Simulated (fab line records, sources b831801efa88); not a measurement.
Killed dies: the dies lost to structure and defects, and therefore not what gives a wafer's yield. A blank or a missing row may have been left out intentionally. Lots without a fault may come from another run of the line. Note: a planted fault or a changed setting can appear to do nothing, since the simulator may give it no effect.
2 desks, one fault ; flow gf180mcu ; what lay behind the numbers comes last; until then each desk has only its own

== THE METROLOGY DESK ==
Lot by lot, what the gauges showed, no matter which tool ran the lot: averages of those sampled wafers that carry a number. A lot is out of limits, marked OUT, if its mean lies more than 4 standard deviations from the usual mean; the brackets give that distance.
Columns: A = cd_nm at GF_V4_CD_MEAS_14, usual 260.2 nm; B = V4_OVL at GF_V4_OVL_MEAS_15, usual -2 nm
lot;first seen here;A;B
L982;day 26 00:26;261.9;-2
L985;day 26 23:29;260.8;5
L986;day 27 16:13;259.9;-5
L994;day 29 09:35;260.8;-1
L996;day 30 11:46;259.8;-11
Finding of this desk: none of the 5 lots has anything out of limits.

== FOR THE TOOL OWNER'S DESK: pvd_sputter-02 ==
At GF_V4_SPUTTER_22 (material TiN, target thk 10 nm, time 40 s) the tool's own readings: per lot run on this tool, the mean of the sampled wafers that have a number. A lot is out of limits, marked OUT, if its mean lies more than 4 standard deviations from the usual mean; the brackets give that distance.
Columns: A = cathode_dc_power_W at GF_V4_SPUTTER_22, usual 4000.0 W; B = chamber_pressure_pa at GF_V4_SPUTTER_22, usual 4.999 Pa; C = throttle_valve_pct at GF_V4_SPUTTER_22, usual 30.2 %
lot;first seen here;A;B;C
L985;day 27 00:24;3999.5;4.995;30.4
L986;day 27 17:07;4000.6;5.271 (+27) OUT;29.0
L996;day 30 12:41;3999.8;4.995;30.5
This desk finds L986 out of limits, L986 being first, at day 27 17:07 (chamber_pressure_pa at GF_V4_SPUTTER_22). Within limits: L985, L996.

== BROUGHT TOGETHER ==
An alarm could have come from the tool owner's desk at day 27 17:07, on L986.
Nothing out of limits was seen by the metrology desk.
The metrology desk holds a record of L986, inside its limits.
On pvd_sputter-02, each named lot ran GF_V4_SPUTTER_22.

== WHAT THE SIMULATOR HAD PUT IN ==
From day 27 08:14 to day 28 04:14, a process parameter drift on pvd_sputter-02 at GF_V4_SPUTTER_22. The setting chamber_pressure_pa was moved by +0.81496, starting from 5. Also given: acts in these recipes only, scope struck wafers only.
Struck lots among those shown: L986.
Delay in hours, fault start to first out-of-limits reading, by desk: the tool owner's desk at 9.
